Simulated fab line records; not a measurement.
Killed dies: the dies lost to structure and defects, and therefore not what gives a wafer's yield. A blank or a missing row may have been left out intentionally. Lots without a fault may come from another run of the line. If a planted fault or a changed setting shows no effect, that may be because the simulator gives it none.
fab line records | flow sky130
record: lots: 10 | wafers: 30 | lastDay: 48
route steps=708 shown LDD_P@262 LDD_LDN@297 POLY_CUT@317 SD_P@323 PAD_OPEN@708
lots untouched by any fault: they come from a run of this same line in which no faults occurred
startH: hours from the record's opening day to when the first of the lot's shown wafers began | waitH: hours since the lot's step before | " identical to the entry in the row above | L1.1+2: a row that stands for several wafers | - either no value or no given start | * or withheld: withheld | < > ~ a bound
route shown NAME@n: a module of which the file shows steps, and the number in the route of the first | usual: mean/standard deviation of fault-free wafers | same: alike in all rows | chamber/n: place in a boat | sites: readings site by site | _std_site: the values' standard deviation | _edge_site: outer sites' mean less inner sites' | radiusMm: how far each site lies from the wafer's centre | mask NAME#n: copy n | behind: the tool/chamber that last shaped the wafer | hold: what put the lot on hold/how long, in hours/how the hold closed | device: transistor that didn't switch, given as n, p or np | end of line: the tests these same wafers got at the end of their route | where a step has no rows: the recipe by itself | killed: the dies lost at the first sort to structure and to defects; this is not the yield of the wafer | map: a wafer's dies, marking killed ones x, the rest . and places with no die _
set.NAME: the setting the step ran with; set.NAME@STEP: the setting that earlier step ran with | model.NAME: the simulator's own value behind a step, which no gauge read
one table for each step of the route and one row for each wafer, over a sample of lots
services: when a tool's chamber went out of use (startH, in hours from the record's first day, below 0 if earlier), for how many hours, and the reason
== steps ==
step: SKY_LDD_P_CD_MEAS_07
recipe: targetCdNm: 380
usual: cdNm: 379.9/2.2
lot.wafer | tool     | chamber | startH | waitH | cdNm
L947.1    | cdSem-01 | -       | 439.46 | 0.1   | 378.6
L947.3    | "        | -       | "      | "     | 377.3
L947.6    | "        | -       | "      | "     | 378.8
L948.2    | cdSem-02 | -       | 440.09 | 0.1   | 376.9
L948.5    | "        | -       | "      | "     | 375.0
L948.6    | "        | -       | "      | "     | 375.0
L949.2    | cdSem-02 | -       | 457.09 | 0.1   | 382.8
L949.3    | "        | -       | "      | "     | 381.2
L949.4    | "        | -       | "      | "     | 379.7
L950.3    | cdSem-01 | -       | 461.50 | 0.1   | 380.0
L950.5    | "        | -       | "      | "     | 380.2
L950.6    | "        | -       | "      | "     | 380.8
L951.2    | cdSem-02 | -       | 467.68 | 0.1   | 383.4
L951.3    | "        | -       | "      | "     | 382.1
L951.6    | "        | -       | "      | "     | 379.7
L952.1    | cdSem-01 | -       | 484.06 | 0.1   | 378.2
L952.3    | "        | -       | "      | "     | 379.5
L952.5    | "        | -       | "      | "     | 377.1
L955.2    | cdSem-01 | -       | 508.33 | 0.1   | 379.3
L955.3    | "        | -       | "      | "     | 382.4
L955.6    | "        | -       | "      | "     | 378.3
L956.2    | cdSem-01 | -       | 517.73 | 0.1   | 382.8
L956.5    | "        | -       | "      | "     | 382.6
L956.6    | "        | -       | "      | "     | 385.4
L957.1    | cdSem-01 | -       | 524.71 | 0.1   | 379.1
L957.2    | "        | -       | "      | "     | 382.6
L957.3    | "        | -       | "      | "     | 379.5
L958.3    | cdSem-02 | -       | 535.70 | 0.1   | 377.1
L958.5    | "        | -       | "      | "     | 376.7
L958.6    | "        | -       | "      | "     | 376.9
step: SKY_LDD_LDN_IMPLANT_08
recipe: species: As | energyKev: 15 | doseCm2: 1.25e+13 | tiltDeg: withheld | rotationDeg: 23
usual: implantIonAmu: 75/0
lot.wafer | tool         | chamber | startH | waitH | implantIonAmu
L947.1    | implanter-01 | 0       | 533.20 | 0.0   | 75
L947.3    | "            | 0       | "      | "     | 75
L947.6    | "            | 0       | "      | "     | 75
L948.2    | implanter-04 | 0       | 534.26 | 0.0   | 75
L948.5    | "            | 0       | "      | "     | 75
L948.6    | "            | 0       | "      | "     | 75
L949.2    | implanter-01 | 0       | 549.31 | 0.0   | 75
L949.3    | "            | 0       | "      | "     | 75
L949.4    | "            | 0       | "      | "     | 75
L950.3    | implanter-03 | 0       | 554.20 | 0.1   | 75
L950.5    | "            | 0       | "      | "     | 75
L950.6    | "            | 0       | "      | "     | 75
L951.2    | implanter-01 | 0       | 560.36 | 0.0   | 75
L951.3    | "            | 0       | "      | "     | 75
L951.6    | "            | 0       | "      | "     | 75
L952.1    | implanter-01 | 0       | 575.85 | 0.0   | 75
L952.3    | "            | 0       | "      | "     | 75
L952.5    | "            | 0       | "      | "     | 75
L955.2    | implanter-01 | 0       | 599.62 | 0.0   | 31
L955.3    | "            | 0       | "      | "     | 31
L955.6    | "            | 0       | "      | "     | 31
L956.2    | implanter-01 | 0       | 607.87 | 0.0   | 31
L956.5    | "            | 0       | "      | "     | 31
L956.6    | "            | 0       | "      | "     | 31
L957.1    | implanter-03 | 0       | 615.85 | 0.0   | 31
L957.2    | "            | 0       | "      | "     | 31
L957.3    | "            | 0       | "      | "     | 31
L958.3    | implanter-04 | 0       | 626.99 | 0.1   | 31
L958.5    | "            | 0       | "      | "     | 31
L958.6    | "            | 0       | "      | "     | 31
step: SKY_LDD_LDN_TW_MEAS_13
usual: LDD_LDN_TW: 1479/8.8
lot.wafer | tool         | chamber | startH | waitH | LDD_LDN_TW
L947.1    | filmMetro-04 | -       | 533.90 | 0.1   | 1497
L947.3    | "            | -       | "      | "     | 1493
L947.6    | "            | -       | "      | "     | 1498
L948.2    | filmMetro-03 | -       | 534.95 | 0.1   | 1468
L948.5    | "            | -       | "      | "     | 1471
L948.6    | "            | -       | "      | "     | 1474
L949.2    | filmMetro-04 | -       | 550.02 | 0.1   | 1496
L949.3    | "            | -       | "      | "     | 1487
L949.4    | "            | -       | "      | "     | 1486
L950.3    | filmMetro-03 | -       | 554.87 | 0.1   | 1477
L950.5    | "            | -       | "      | "     | 1482
L950.6    | "            | -       | "      | "     | 1474
L951.2    | filmMetro-03 | -       | 561.05 | 0.1   | 1477
L951.3    | "            | -       | "      | "     | 1478
L951.6    | "            | -       | "      | "     | 1471
L952.1    | filmMetro-03 | -       | 576.55 | 0.1   | 1477
L952.3    | "            | -       | "      | "     | 1479
L952.5    | "            | -       | "      | "     | 1474
L955.2    | filmMetro-04 | -       | 600.31 | 0.1   | 1417
L955.3    | "            | -       | "      | "     | 1416
L955.6    | "            | -       | "      | "     | 1414
L956.2    | filmMetro-03 | -       | 608.61 | 0.1   | 1412
L956.5    | "            | -       | "      | "     | 1411
L956.6    | "            | -       | "      | "     | 1414
L957.1    | filmMetro-04 | -       | 616.55 | 0.1   | 1426
L957.2    | "            | -       | "      | "     | 1418
L957.3    | "            | -       | "      | "     | 1413
L958.3    | filmMetro-03 | -       | 627.66 | 0.1   | 1400
L958.5    | "            | -       | "      | "     | 1413
L958.6    | "            | -       | "      | "     | 1399
step: SKY_POLY_CUT_ETCH_10
recipe: chemistry: N2/H2 | target: BARC | ionEnergyEv: 200 | sourceW: 500 | biasW: 100 | pressureMtorr: 30 | n2FlowSccm: 100 | h2FlowSccm: 200 | stopOn: SiO2 | timeS: 45.9 | targetDepthA: 600
usual: drypumpMotorCurrentA: 5.6/0.43 | h2FlowSccm: 200.0/0.71 | oesProductAu: 0.855/0.0048 | rfFwdPowerW: 494.4/2.3 | throttleValvePct: 13.225/0.0087
lot.wafer | tool       | chamber | startH | waitH | drypumpMotorCurrentA | h2FlowSccm | oesProductAu | rfFwdPowerW | rfHoursCounterH | throttleValvePct
L947.1    | rieDiel-04 | 3       | 566.42 | 0.0   | 6.0                  | 199.0      | 0.860        | 495.3       | 39              | 13.232
L947.3    | "          | 0       | "      | "     | 5.7                  | 198.7      | 0.856        | 496.5       | 4               | 13.229
L947.6    | "          | 2       | "      | "     | 5.7                  | 199.2      | 0.856        | 495.5       | -               | 13.233
L948.2    | rieDiel-04 | 1       | 568.27 | 0.0   | 6.3                  | 200.2      | 0.854        | 496.4       | 1               | 13.216
L948.5    | "          | 3       | "      | "     | 5.9                  | 200.5      | 0.861        | 496.4       | -               | 13.237
L948.6    | "          | 0       | "      | "     | 5.7                  | 199.4      | 0.847        | 490.5       | -               | 13.212
L949.2    | rieDiel-03 | 3       | 582.47 | 0.0   | 5.6                  | 199.7      | 0.852        | 493.2       | 61              | 13.218
L949.3    | "          | 2       | "      | "     | 5.9                  | 199.4      | 0.854        | 494.4       | 17              | 13.214
L949.4    | "          | 1       | "      | "     | 5.0                  | 198.8      | 0.853        | 495.0       | 5               | 13.214
L950.3    | rieDiel-01 | 2       | 586.22 | 0.0   | 6.3                  | 199.9      | 0.859        | 493.6       | 1               | 13.221
L950.5    | "          | 3       | "      | "     | 5.5                  | 199.0      | 0.859        | 496.3       | -               | 13.226
L950.6    | "          | 1       | "      | "     | 5.5                  | 199.8      | 0.862        | 492.7       | -               | 13.217
L951.2    | rieDiel-04 | 1       | 593.02 | 0.0   | 6.3                  | 200.1      | 0.860        | 495.4       | 2               | 13.223
L951.3    | "          | 2       | "      | "     | 5.7                  | 200.1      | 0.861        | 495.6       | 60              | 13.217
L951.6    | "          | 2       | "      | "     | 5.7                  | 199.3      | 0.857        | 494.8       | -               | 13.216
L952.1    | rieDiel-03 | 2       | 607.32 | 0.0   | 5.8                  | 200.7      | 0.857        | 493.9       | 17              | 13.213
L952.3    | "          | 3       | "      | "     | 5.6                  | 200.0      | 0.848        | 493.1       | 61              | 13.219
L952.5    | "          | 1       | "      | "     | 5.0                  | 199.3      | 0.855        | 496.9       | -               | 13.216
L955.2    | rieDiel-04 | 3       | 631.72 | 0.0   | 5.9                  | 200.3      | 0.861        | 497.6       | 40              | 13.240
L955.3    | "          | 1       | "      | "     | 6.3                  | 199.9      | 0.845        | 494.2       | 3               | 13.223
L955.6    | "          | 2       | "      | "     | 5.7                  | 200.6      | 0.852        | 497.9       | -               | 13.215
L956.2    | rieDiel-04 | 2       | 639.92 | 0.0   | 5.7                  | 200.9      | 0.852        | 495.0       | 61              | 13.228
L956.5    | "          | 1       | "      | "     | 6.3                  | 199.5      | 0.852        | 498.0       | -               | 13.233
L956.6    | "          | 0       | "      | "     | 5.7                  | 200.4      | 0.855        | 495.2       | -               | 13.229
L957.1    | rieDiel-01 | 1       | 648.82 | 0.0   | 5.5                  | 201.7      | 0.854        | 494.9       | 39              | 13.226
L957.2    | "          | 0       | "      | "     | 5.7                  | 199.9      | 0.854        | 490.6       | 1               | 13.225
L957.3    | "          | 3       | "      | "     | 5.5                  | 199.6      | 0.853        | 497.8       | 33              | 13.220
L958.3    | rieDiel-01 | 1       | 657.97 | 0.0   | 5.5                  | 198.4      | 0.851        | 495.2       | 40              | 13.219
L958.5    | "          | 3       | "      | "     | 5.5                  | 200.3      | 0.849        | 497.5       | -               | 13.226
L958.6    | "          | 2       | "      | "     | 6.3                  | 199.4      | 0.852        | 493.4       | -               | 13.212
step: SKY_SD_P_SOFTBAKE_03
recipe: tempC: 90 | timeS: 61.07 | resist: NOVOLAK
usual: plateSensorTCentreC: 90.757/0.01 | plateSensorTEdgeC: 90.830/0.0099
lot.wafer | tool          | chamber | startH | waitH | plateSensorTCentreC | plateSensorTEdgeC
L947.1    | lithoTrack-02 | 0       | 581.21 | 0.1   | 90.762              | 90.826
L947.3    | "             | 0       | "      | "     | 90.757              | 90.833
L947.6    | "             | 0       | "      | "     | 90.753              | 90.805
L948.2    | lithoTrack-04 | 0       | 583.77 | 0.1   | 90.755              | 90.814
L948.5    | "             | 0       | "      | "     | 90.754              | 90.817
L948.6    | "             | 0       | "      | "     | 90.757              | 90.842
L949.2    | lithoTrack-02 | 0       | 597.29 | 0.1   | 90.769              | 90.835
L949.3    | "             | 0       | "      | "     | 90.745              | 90.818
L949.4    | "             | 0       | "      | "     | 90.769              | 90.825
L950.3    | lithoTrack-02 | 0       | 600.61 | 0.1   | 90.756              | 90.831
L950.5    | "             | 0       | "      | "     | 90.766              | 90.832
L950.6    | "             | 0       | "      | "     | 90.759              | 90.827
L951.2    | lithoTrack-04 | 0       | 607.47 | 0.1   | 90.765              | 90.840
L951.3    | "             | 0       | "      | "     | 90.748              | 90.810
L951.6    | "             | 0       | "      | "     | 90.773              | 90.824
L952.1    | lithoTrack-04 | 0       | 622.05 | 0.1   | 90.766              | 90.838
L952.3    | "             | 0       | "      | "     | 90.773              | 90.812
L952.5    | "             | 0       | "      | "     | 90.757              | 90.836
L955.2    | lithoTrack-04 | 0       | 647.07 | 0.1   | 90.771              | 90.820
L955.3    | "             | 0       | "      | "     | 90.777              | 90.808
L955.6    | "             | 0       | "      | "     | 90.774              | 90.840
L956.2    | lithoTrack-03 | 0       | 654.49 | 0.1   | 90.762              | 90.822
L956.5    | "             | 0       | "      | "     | 90.772              | 90.817
L956.6    | "             | 0       | "      | "     | 90.762              | 90.841
L957.1    | lithoTrack-03 | 0       | 663.12 | 0.1   | 90.751              | 90.827
L957.2    | "             | 0       | "      | "     | 90.764              | 90.832
L957.3    | "             | 0       | "      | "     | 90.756              | 90.840
L958.3    | lithoTrack-03 | 0       | 672.82 | 0.1   | 90.750              | 90.819
L958.5    | "             | 0       | "      | "     | 90.767              | 90.834
L958.6    | "             | 0       | "      | "     | 90.737              | 90.820
step: SKY_PAD_OPEN_PROBE_99
usual: killed_at_M0_to_M3: 43/5.9 | killed_at_M4_up: 2.9/1.5 | killedAtContacts: 24/5 | killedAtFrontEnd: 15/4.8 | killedAtOther: 0.2/0.5 | killedDies: 86/9.3 | killedOpen: 47/7.1 | killedShort: 38/6.3
same: grossDies: 492 | killedAtBackSide: 0
lot.wafer | tool      | chamber | startH  | waitH | killed_at_M0_to_M3 | killed_at_M4_up | killedAtContacts | killedAtFrontEnd | killedAtOther | killedDies | killedOpen | killedShort
L955.2    | prober-01 | -       | 1132.17 | 0.1   | 56                 | 6               | 27               | 23               | 0             | 112        | 56         | 56
L955.3    | prober-01 | -       | 1132.22 | 0.2   | 43                 | 3               | 27               | 15               | 0             | 88         | 45         | 43
L955.6    | prober-01 | -       | 1132.37 | 0.2   | 41                 | 3               | 21               | 15               | 1             | 81         | 39         | 42
L956.2    | prober-02 | -       | 1136.53 | 0.1   | 42                 | 1               | 25               | 32               | 0             | 100        | 52         | 48
L956.5    | prober-02 | -       | 1136.68 | 0.2   | 46                 | 4               | 26               | 12               | 0             | 88         | 33         | 55
L956.6    | prober-02 | -       | 1136.73 | 0.2   | 36                 | 3               | 21               | 11               | 0             | 71         | 37         | 34
killed by level:class
L955.2 VIA1:geometricParticle:open=10 METAL1:geometricParticle:short=8 METAL2:geometricParticle:short=8 VIA2:geometricParticle:open=8 POLY_GATE:geometricParticle:open=7 LI_CONTACT:geometricParticle:open=7 VIA1:geometricParticle:short=7 CONTACT:geometricParticle:open=6
L955.3 VIA1:geometricParticle:open=12 LI_CONTACT:geometricParticle:open=11 CONTACT:geometricParticle:open=8 METAL2:geometricParticle:short=8 VIA1:geometricParticle:short=5 VIA3:geometricParticle:open=5 FIELD_ISO:geometricParticle:open=4 FIELD_ISO:geometricParticle:short=4
L955.6 VIA1:geometricParticle:open=16 FIELD_ISO:geometricParticle:short=7 CONTACT:geometricParticle:open=7 METAL1:geometricParticle:short=5 LI_CONTACT:geometricParticle:short=4 LI_CONTACT:geometricParticle:open=4 LOCAL_INTERCONNECT:geometricParticle:short=4 VIA2:geometricParticle:short=4
L956.2 LI_CONTACT:geometricParticle:open=12 VIA2:geometricParticle:open=9 POLY_GATE:geometricParticle:open=9 VIA1:geometricParticle:open=7 METAL1:geometricParticle:short=7 FIELD_ISO:geometricParticle:short=6 POLY_GATE:geometricParticle:short=6 VIA1:geometricParticle:short=6
L956.5 CONTACT:geometricParticle:open=9 LOCAL_INTERCONNECT:geometricParticle:short=7 METAL1:geometricParticle:short=7 CONTACT:geometricParticle:short=6 METAL2:geometricParticle:short=6 VIA2:geometricParticle:open=6 VIA1:geometricParticle:open=5 METAL3:geometricParticle:short=5
L956.6 CONTACT:geometricParticle:open=9 VIA2:geometricParticle:open=6 VIA3:geometricParticle:open=5 METAL1:geometricParticle:short=5 LI_CONTACT:geometricParticle:open=4 VIA3:geometricParticle:short=4 VIA1:geometricParticle:short=4 METAL2:geometricParticle:short=4
== services ==
tool         | chamber | startH | hours | kind
implanter-04 | -       | 535.16 | 2.0   | repair
implanter-03 | -       | 541.23 | 1.7   | pm
rieDiel-01   | 2       | 541.86 | 39.4  | repair
implanter-04 | -       | 566.28 | 3.4   | pm
implanter-04 | -       | 571.49 | 0.9   | repair
implanter-03 | -       | 575.55 | 3.4   | repair
rieDiel-01   | 0       | 581.22 | -     | clean
rieDiel-01   | 0       | 581.22 | 21.4  | scheduledDown
rieDiel-01   | 0       | 581.22 | 21.4  | ventCycle
implanter-03 | -       | 586.59 | 7.9   | repair
rieDiel-01   | 2       | 594.38 | 23.8  | repair
rieDiel-04   | 2       | 603.68 | 15.2  | repair
rieDiel-01   | -       | 612.63 | 0.7   | repair
implanter-03 | -       | 634.10 | 45.8  | pm
rieDiel-01   | 2       | 642.45 | 7.0   | repair
rieDiel-01   | 3       | 665.31 | 25.9  | repair
rieDiel-03   | 3       | 665.47 | -     | clean
rieDiel-03   | 3       | 665.47 | 21.1  | scheduledDown
rieDiel-03   | 3       | 665.47 | 21.1  | ventCycle
== key ==
firstSign: step: SKY_LDD_LDN_IMPLANT_08 | reading: implantIonAmu | direction: down | sigmas: 99+ | usual: 75 | struck: 31
effect: step: SKY_LDD_LDN_TW_MEAS_13 | reading: LDD_LDN_TW | direction: down | sigmas: 7.4 | usual: 1479 | struck: 1413
metAt SKY_LDD_LDN_IMPLANT_08
struckLots L955,L956,L957,L958
testerLeftOut L955,L956,L957,L958
notActingAt SKY_LDD_P_CD_MEAS_07,SKY_POLY_CUT_ETCH_10,SKY_SD_P_SOFTBAKE_03
onsetBetween 575.85 599.62
fault: kind: wrongRecipeDownload | tool: implanter-01,implanter-03,implanter-04 | chamber: - | onsetH: 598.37 | steps: SKY_LDD_LDN_IMPLANT_08 | wrongRecipe.notListed: 1
testerLeftOut: of these lots the tester's yield and bins aren't shown, on N5 and GAA mostly nor the transistor test; their killed dies are dies lost to structure and defects alone, not to doping, threshold or leakage, so they don't give the yield
